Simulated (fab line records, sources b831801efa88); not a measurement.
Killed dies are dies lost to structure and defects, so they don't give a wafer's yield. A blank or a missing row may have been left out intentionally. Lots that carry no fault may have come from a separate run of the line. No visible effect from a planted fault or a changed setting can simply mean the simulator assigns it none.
fab line records ; flow sky130
record lots=5; wafers=15; last-day=49
route steps=708 shown LDD_HVN@274 LDD_HVP@278 LDD_LDN@289 PAD_OPEN@708
lots untouched by any fault: they come from a run of this same line in which no faults occurred
start-h: hours from the record's first day to the start of the lot's first wafer shown ; wait-h: hours from the lot's prior step to this one ; " as in the row above ; L1.1+2: several wafers, shown together as one row ; - value missing, or start not given ; * or withheld: withheld ; < > ~ a bound
route shown NAME@n: names a module that has steps shown in the file, with the first one's number in the route ; usual: the fault-free wafers' mean and standard deviation ; same: alike in all rows ; chamber/n: place in a boat ; sites: the reading at each site ; _std_site: how widely they spread, as a standard deviation ; _edge_site: outer sites' mean less inner sites' ; radius-mm: for every site, how far away it sits from the centre of the wafer ; mask NAME#n: copy n ; behind: the most recent tool/chamber to have shaped the wafer ; hold: the reason the lot was held/the length of the hold in hours/how it ended ; device: whichever transistor did not switch (one of n, p or np) ; end of line: tests run on the same wafers once the route is complete ; step lacking rows: just its recipe ; killed: the dies lost at the first sort to structure and to defects; this is not the yield of the wafer ; map: per-die view of a wafer (x killed, . not killed, _ where there is no die)
set.NAME: setting as actually run; set.NAME@STEP: the setting as run at that earlier step ; model.NAME: the simulator's own value behind a step, which no gauge read
lots seen at some steps along the route; tables by step, rows by wafer
services: the hour from which a tool's chamber was out of use, counted from the record's first day as start-h (under 0 if before that day), plus the number of hours and why
## steps
# step SKY_LDD_HVN_OVL_MEAS_07
# usual LDD_HVN_OVL=0.2/1.3
lot.wafer;tool;chamber;start-h;wait-h;LDD_HVN_OVL[nm]
L436.1;overlay-01;-;462.06;0.1;-0.7
L436.3;overlay-01;-;462.06;0.1;1.0
L436.4;overlay-01;-;462.06;0.1;1.4
L447.1;overlay-02;-;557.10;0.1;-0.6
L447.2;overlay-02;-;557.10;0.1;0.5
L447.3;overlay-02;-;557.10;0.1;-0.3
L449.2;overlay-02;-;607.66;0.1;0.7
L449.5;overlay-02;-;607.66;0.1;1.3
L449.6;overlay-02;-;607.66;0.1;0.4
L450.1;overlay-02;-;607.97;0.1;2.0
L450.2;overlay-02;-;607.97;0.1;1.7
L450.6;overlay-02;-;607.97;0.1;1.5
L456.1;overlay-02;-;630.41;0.1;1.4
L456.4;overlay-02;-;630.41;0.1;0.0
L456.5;overlay-02;-;630.41;0.1;1.3
# step SKY_LDD_HVN_IMPLANT_08
# recipe species=P; energy-kev=60.43; dose-cm2=3e+13; tilt-deg=40
# step SKY_LDD_HVN_STRIP_09
# recipe chemistry=O2/N2; power-w=1400; pressure-mtorr=1500; platen-temp-c=withheld; o2-flow-sccm=3000; n2-flow-sccm=300; overash-fraction=0.5
# usual drypump-motor-current-A=5.44/0.28; oes-product-au=0.407/0.0043; strip-time-to-endpoint-s=4.130/0.013
lot.wafer;tool;chamber;start-h;wait-h;drypump-motor-current-A;oes-product-au;rf-hours-counter-h;strip-time-to-endpoint-s
L436.1;plasma-asher-04;1;462.25;0.1;5.62;0.415;80;4.124
L436.3;plasma-asher-04;1;462.25;0.1;5.58;0.403;-;4.143
L436.4;plasma-asher-04;0;462.25;0.1;5.73;0.408;-;4.144
L447.1;plasma-asher-03;0;557.29;0.1;5.80;0.408;45;4.154
L447.2;plasma-asher-03;1;557.29;0.1;5.42;0.407;45;4.134
L447.3;plasma-asher-03;0;557.29;0.1;5.80;0.404;-;4.139
L449.2;plasma-asher-03;0;607.84;0.1;5.81;0.404;50;4.143
L449.5;plasma-asher-03;1;607.84;0.1;5.40;0.405;-;4.117
L449.6;plasma-asher-03;0;607.84;0.1;5.80;0.399;-;4.122
L450.1;plasma-asher-03;0;608.15;0.1;5.80;0.415;50;4.117
L450.2;plasma-asher-03;1;608.15;0.1;5.43;0.409;50;4.147
L450.6;plasma-asher-03;1;608.15;0.1;5.41;0.407;-;4.109
L456.1;plasma-asher-01;0;630.60;0.1;5.09;0.410;78;4.112
L456.4;plasma-asher-01;1;630.60;0.1;5.16;0.403;-;4.108
L456.5;plasma-asher-01;1;630.60;0.1;5.15;0.410;-;4.127
# step SKY_LDD_HVN_TW_MEAS_10
# usual LDD_HVN_TW=1444/11
lot.wafer;tool;chamber;start-h;wait-h;LDD_HVN_TW
L436.1;film-metro-01;-;462.35;0.1;1432
L436.3;film-metro-01;-;462.35;0.1;1439
L436.4;film-metro-01;-;462.35;0.1;1436
L447.1;film-metro-02;-;557.39;0.1;1463
L447.2;film-metro-02;-;557.39;0.1;1462
L447.3;film-metro-02;-;557.39;0.1;1460
L449.2;film-metro-01;-;607.95;0.1;1447
L449.5;film-metro-01;-;607.95;0.1;1440
L449.6;film-metro-01;-;607.95;0.1;1443
L450.1;film-metro-02;-;608.25;0.1;1451
L450.2;film-metro-02;-;608.25;0.1;1454
L450.6;film-metro-02;-;608.25;0.1;1457
L456.1;film-metro-01;-;630.70;0.1;1449
L456.4;film-metro-01;-;630.70;0.1;1440
L456.5;film-metro-01;-;630.70;0.1;1442
# step SKY_LDD_HVP_DEHYDRATE_00
# recipe temp-c=200; time-s=60
# step SKY_LDD_HVP_HMDS_01
# recipe prime-time-s=60; prime-temp-c=120
# step SKY_LDD_HVP_COAT_02
# recipe resist=NOVOLAK; spin-rpm=3000; resist-thk-nm=300
# step SKY_LDD_HVP_SOFTBAKE_03
# recipe temp-c=90; time-s=60; resist=NOVOLAK
# step SKY_LDD_HVP_EXPOSE_04
# recipe mask-id=HVPTM; na=0.6; source-shape=conventional; sigma-outer=0.6; polarization=unpolarized; target-cd-nm=700; dose-mj=86
# step SKY_LDD_HVP_PEB_05
# recipe temp-c=withheld; time-s=*; resist=NOVOLAK
# step SKY_LDD_HVP_DEVELOP_06
# recipe resist=NOVOLAK; developer=TMAH; develop-time-s=60; dev-temp-c=23
# step SKY_LDD_HVP_OVL_MEAS_07
# usual LDD_HVP_OVL=-0.2/1.4
lot.wafer;tool;chamber;start-h;wait-h;LDD_HVP_OVL[nm]
L436.1;overlay-02;-;493.17;0.1;0.4
L436.3;overlay-02;-;493.17;0.1;0.6
L436.4;overlay-02;-;493.17;0.1;-0.3
L447.1;overlay-02;-;586.52;0.1;-1.4
L447.2;overlay-02;-;586.52;0.1;-1.4
L447.3;overlay-02;-;586.52;0.1;-1.9
L449.2;overlay-02;-;636.67;0.1;1.0
L449.5;overlay-02;-;636.67;0.1;2.2
L449.6;overlay-02;-;636.67;0.1;0.4
L450.1;overlay-02;-;636.97;0.1;0.1
L450.2;overlay-02;-;636.97;0.1;-0.7
L450.6;overlay-02;-;636.97;0.1;-2.0
L456.1;overlay-02;-;658.00;0.1;1.1
L456.4;overlay-02;-;658.00;0.1;-0.7
L456.5;overlay-02;-;658.00;0.1;-0.6
# step SKY_LDD_HVP_IMPLANT_08
# recipe species=B; energy-kev=20; dose-cm2=1.7e+13; tilt-deg=17.9
lot.wafer;tool;chamber;start-h;wait-h
L436.1+3+4;implanter-03;0;493.20;0.0
L447.1+2+3;implanter-04;0;586.55;0.0
L449.2+5+6;implanter-02;0;636.73;0.0
L450.1+2+6;implanter-04;0;637.00;0.0
L456.1+4+5;implanter-03;0;658.04;0.0
# step SKY_LDD_HVP_STRIP_09
# recipe chemistry=O2/N2; power-w=1400; pressure-mtorr=1500; platen-temp-c=withheld; o2-flow-sccm=3000; n2-flow-sccm=300; overash-fraction=0.5
# usual drypump-motor-current-A=5.6/0.36; oes-product-au=0.409/0.0047; strip-time-to-endpoint-s=4.128/0.012
lot.wafer;tool;chamber;start-h;wait-h;drypump-motor-current-A;oes-product-au;rf-hours-counter-h;strip-time-to-endpoint-s
L436.1;plasma-asher-01;1;493.35;0.1;5.1;0.410;65;4.133
L436.3;plasma-asher-01;1;493.35;0.1;5.1;0.410;-;4.091
L436.4;plasma-asher-01;0;493.35;0.1;5.1;0.405;-;4.111
L447.1;plasma-asher-02;0;586.70;0.1;5.7;0.410;15;4.131
L447.2;plasma-asher-02;1;586.70;0.1;6.1;0.406;15;4.123
L447.3;plasma-asher-02;0;586.70;0.1;5.7;0.410;-;4.118
L449.2;plasma-asher-02;1;636.85;0.1;6.1;0.412;20;4.127
L449.5;plasma-asher-02;1;636.85;0.1;6.1;0.414;-;4.147
L449.6;plasma-asher-02;0;636.85;0.1;5.7;0.403;-;4.141
L450.1;plasma-asher-01;1;637.15;0.1;5.1;0.404;79;4.134
L450.2;plasma-asher-01;0;637.15;0.1;5.1;0.410;79;4.151
L450.6;plasma-asher-01;1;637.15;0.1;5.2;0.414;-;4.128
L456.1;plasma-asher-04;1;658.19;0.1;5.6;0.414;99;4.124
L456.4;plasma-asher-04;1;658.19;0.1;5.6;0.413;-;4.117
L456.5;plasma-asher-04;0;658.19;0.1;5.7;0.408;-;4.125
# step SKY_LDD_HVP_TW_MEAS_10
# usual LDD_HVP_TW=460/3.1
lot.wafer;tool;chamber;start-h;wait-h;LDD_HVP_TW
L436.1;film-metro-04;-;493.45;0.1;463
L436.3;film-metro-04;-;493.45;0.1;463
L436.4;film-metro-04;-;493.45;0.1;463
L447.1;film-metro-04;-;586.80;0.1;463
L447.2;film-metro-04;-;586.80;0.1;464
L447.3;film-metro-04;-;586.80;0.1;460
L449.2;film-metro-02;-;636.96;0.1;460
L449.5;film-metro-02;-;636.96;0.1;462
L449.6;film-metro-02;-;636.96;0.1;463
L450.1;film-metro-04;-;637.25;0.1;452
L450.2;film-metro-04;-;637.25;0.1;453
L450.6;film-metro-04;-;637.25;0.1;451
L456.1;film-metro-04;-;658.29;0.1;460
L456.4;film-metro-04;-;658.29;0.1;459
L456.5;film-metro-04;-;658.29;0.1;460
# step SKY_LDD_LDN_DEHYDRATE_00
# recipe temp-c=200; time-s=60
# step SKY_PAD_OPEN_PROBE_99
# usual killed_at_M0_to_M3=43/7.7; killed_at_M4_up=3.0/1.7; killed-at-contacts=24/5.2; killed-at-front-end=15/4.5; killed-at-other=0.3/0.5; killed-dies=85/9.5; killed-on-rim=17/4; killed-open=47/6.6; killed-short=38/6.6
# same gross-dies=492; killed-at-back-side=0
lot.wafer;tool;chamber;start-h;wait-h;killed_at_M0_to_M3;killed_at_M4_up;killed-at-contacts;killed-at-front-end;killed-at-other;killed-dies;killed-on-rim;killed-open;killed-short;model.etest.tip_p_5v.rs-ohm-sq;model.etest.tip_p_5v.rs-ohm-sq-range;model.etest.tip_p_5v.rs-ohm-sq-rim-less-centre
L436.1;prober-01;-;1070.48;0.1;47;1;25;14;0;87;13;52;35;2880;85.64;51.08
L436.3;prober-01;-;1070.58;0.2;34;4;21;13;0;72;15;35;37;2863;64.25;-6.596
L436.4;prober-01;-;1070.63;0.2;32;3;22;15;0;72;15;40;32;2877;76.26;-22.59
L447.1;prober-01;-;1134.84;0.1;59;4;26;8;0;97;18;61;36;2871;71.03;34.53
L447.2;prober-01;-;1134.89;0.1;49;8;21;10;0;88;17;47;41;2868;54.28;-0.3121
L447.3;prober-01;-;1134.94;0.2;41;1;19;18;0;79;16;47;32;2853;75.24;15.79
L450.1;prober-01;-;1172.05;0.1;47;4;24;16;1;92;21;51;41;3078;221.6;-90.37
L450.2;prober-01;-;1172.10;0.1;44;0;17;14;0;75;10;44;31;3051;173;-21.72
L450.6;prober-01;-;1172.30;0.2;58;4;24;20;0;106;26;63;43;3064;180.6;-71.17
L449.2;prober-02;-;1172.08;0.1;58;7;21;21;0;107;26;44;63;2896;92.83;35.07
L449.5;prober-02;-;1172.23;0.2;42;1;32;18;0;93;16;42;51;2887;50.98;-16.06
L449.6;prober-02;-;1172.28;0.2;45;0;32;20;0;97;17;49;48;2873;124;-83.9
L456.1;prober-01;-;1182.93;0.1;43;2;26;16;1;88;11;48;40;2893;57.22;-0.6646
L456.4;prober-01;-;1183.08;0.2;47;1;28;22;0;98;23;42;56;2912;39.96;-16.95
L456.5;prober-01;-;1183.13;0.2;50;5;20;11;0;86;17;41;45;2899;79.78;-27.36
# killed by level:class
L436.1 VIA2:geometric-particle:open=10 VIA1:geometric-particle:open=9 FIELD_ISO:geometric-particle:open=8 CONTACT:geometric-particle:open=8 LI_CONTACT:geometric-particle:open=7 METAL2:geometric-particle:short=6 CONTACT:geometric-particle:short=5 METAL1:geometric-particle:short=5
L436.3 VIA2:geometric-particle:open=8 LI_CONTACT:geometric-particle:open=6 METAL1:geometric-particle:short=6 VIA3:geometric-particle:open=5 CONTACT:geometric-particle:open=5 VIA1:geometric-particle:short=5 LOCAL_INTERCONNECT:geometric-particle:short=4 VIA3:geometric-particle:short=4
L436.4 LI_CONTACT:geometric-particle:open=9 VIA3:geometric-particle:open=7 POLY_GATE:geometric-particle:open=6 CONTACT:geometric-particle:open=6 VIA1:geometric-particle:short=6 CONTACT:geometric-particle:short=5 VIA2:geometric-particle:open=5 FIELD_ISO:geometric-particle:short=4
L447.1 VIA1:geometric-particle:open=17 VIA2:geometric-particle:open=10 CONTACT:geometric-particle:open=9 LI_CONTACT:geometric-particle:open=7 VIA3:geometric-particle:open=7 METAL1:geometric-particle:short=5 LI_CONTACT:geometric-particle:short=5 VIA1:geometric-particle:short=5
L447.2 VIA1:geometric-particle:open=13 CONTACT:geometric-particle:open=8 VIA2:geometric-particle:open=8 METAL4:geometric-particle:short=6 METAL2:geometric-particle:short=6 LI_CONTACT:geometric-particle:open=5 CONTACT:geometric-particle:short=5 METAL1:geometric-particle:short=5
L447.3 CONTACT:geometric-particle:open=11 VIA1:geometric-particle:open=11 FIELD_ISO:geometric-particle:open=6 LI_CONTACT:geometric-particle:open=6 FIELD_ISO:geometric-particle:short=5 VIA1:geometric-particle:short=5 METAL2:geometric-particle:short=5 VIA2:geometric-particle:open=4
L450.1 VIA1:geometric-particle:open=15 CONTACT:geometric-particle:open=12 VIA1:geometric-particle:short=8 VIA2:geometric-particle:open=7 LOCAL_INTERCONNECT:geometric-particle:short=5 FIELD_ISO:geometric-particle:short=4 METAL1:geometric-particle:short=4 METAL2:geometric-particle:short=4
L449.2 VIA1:geometric-particle:open=18 METAL2:geometric-particle:short=10 METAL1:geometric-particle:short=9 POLY_GATE:geometric-particle:short=7 LI_CONTACT:geometric-particle:open=6 VIA1:geometric-particle:short=6 METAL4:geometric-particle:short=6 FIELD_ISO:geometric-particle:short=5
L450.2 VIA1:geometric-particle:open=8 POLY_GATE:geometric-particle:open=7 CONTACT:geometric-particle:open=7 METAL1:geometric-particle:short=7 VIA3:geometric-particle:open=7 VIA2:geometric-particle:open=6 VIA1:geometric-particle:short=5 METAL3:geometric-particle:short=5
L449.5 LOCAL_INTERCONNECT:geometric-particle:short=9 VIA1:geometric-particle:open=9 CONTACT:geometric-particle:open=7 METAL2:geometric-particle:short=6 FIELD_ISO:geometric-particle:open=5 LI_CONTACT:geometric-particle:short=5 LI_CONTACT:geometric-particle:open=5 METAL1:geometric-particle:short=5
L449.6 LI_CONTACT:geometric-particle:open=8 VIA1:geometric-particle:open=8 FIELD_ISO:geometric-particle:open=7 CONTACT:geometric-particle:open=7 METAL2:geometric-particle:short=7 VIA2:geometric-particle:open=7 LI_CONTACT:geometric-particle:short=6 CONTACT:geometric-particle:short=6
L450.6 VIA1:geometric-particle:open=20 CONTACT:geometric-particle:open=9 POLY_GATE:geometric-particle:open=7 LI_CONTACT:geometric-particle:open=7 METAL3:geometric-particle:short=7 VIA1:geometric-particle:short=6 VIA3:geometric-particle:open=6 LOCAL_INTERCONNECT:geometric-particle:short=5
L456.1 VIA3:geometric-particle:open=11 LI_CONTACT:geometric-particle:open=7 FIELD_ISO:geometric-particle:open=6 LOCAL_INTERCONNECT:geometric-particle:short=5 METAL1:geometric-particle:short=5 VIA1:geometric-particle:short=5 VIA2:geometric-particle:open=5 POLY_GATE:geometric-particle:open=4
L456.4 VIA1:geometric-particle:open=16 CONTACT:geometric-particle:open=9 METAL2:geometric-particle:short=9 METAL1:geometric-particle:short=8 FIELD_ISO:geometric-particle:short=7 LI_CONTACT:geometric-particle:short=6 LOCAL_INTERCONNECT:geometric-particle:short=6 FIELD_ISO:geometric-particle:open=5
L456.5 METAL2:geometric-particle:short=10 VIA2:geometric-particle:open=9 VIA1:geometric-particle:open=8 CONTACT:geometric-particle:open=7 LOCAL_INTERCONNECT:geometric-particle:short=6 VIA3:geometric-particle:open=5 POLY_GATE:geometric-particle:short=4 CONTACT:geometric-particle:short=4
## services
tool;chamber;start-h;hours;kind
implanter-02;-;446.59;4.9;pm
implanter-03;-;452.04;4.7;pm
plasma-asher-01;-;474.35;0.6;repair
implanter-04;-;489.86;1.7;repair
plasma-asher-02;-;563.22;1.4;repair
implanter-04;-;566.57;4.7;pm
implanter-04;-;602.34;1.5;pm
implanter-02;-;603.24;2.3;repair
plasma-asher-04;-;606.65;2.8;pm
plasma-asher-03;-;622.71;0.4;repair
implanter-04;-;627.17;5.0;repair
## key
first-sign step=SKY_LDD_HVP_TW_MEAS_10; reading=LDD_HVP_TW; direction=down; sigmas=2.7; usual=460; struck=452
effect none on later readings
model-effect step=SKY_PAD_OPEN_PROBE_99; value=etest.tip_p_5v.rs-ohm-sq; without=2890; struck=3064
met-at SKY_LDD_HVP_IMPLANT_08
struck-wafers L450.1,L450.2,L450.6
tester-left-out L450
onset-between 586.55 637.00
also-fits SKY_LDD_HVN_STRIP_09:plasma-asher-03,SKY_LDD_HVP_STRIP_09:plasma-asher-01
fault kind=process-parameter-drift; tool=implanter-04; chamber=-; onset-h=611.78; steps=SKY_LDD_HVP_IMPLANT_08; channel=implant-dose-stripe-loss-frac; offset=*; shape=step; end-h=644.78
# tester-left-out: of these lots the tester's yield and bins aren't shown, on N5 and GAA mostly nor the transistor test; their killed dies are dies lost to structure and defects alone, not to doping, threshold or leakage, so they don't give the yield
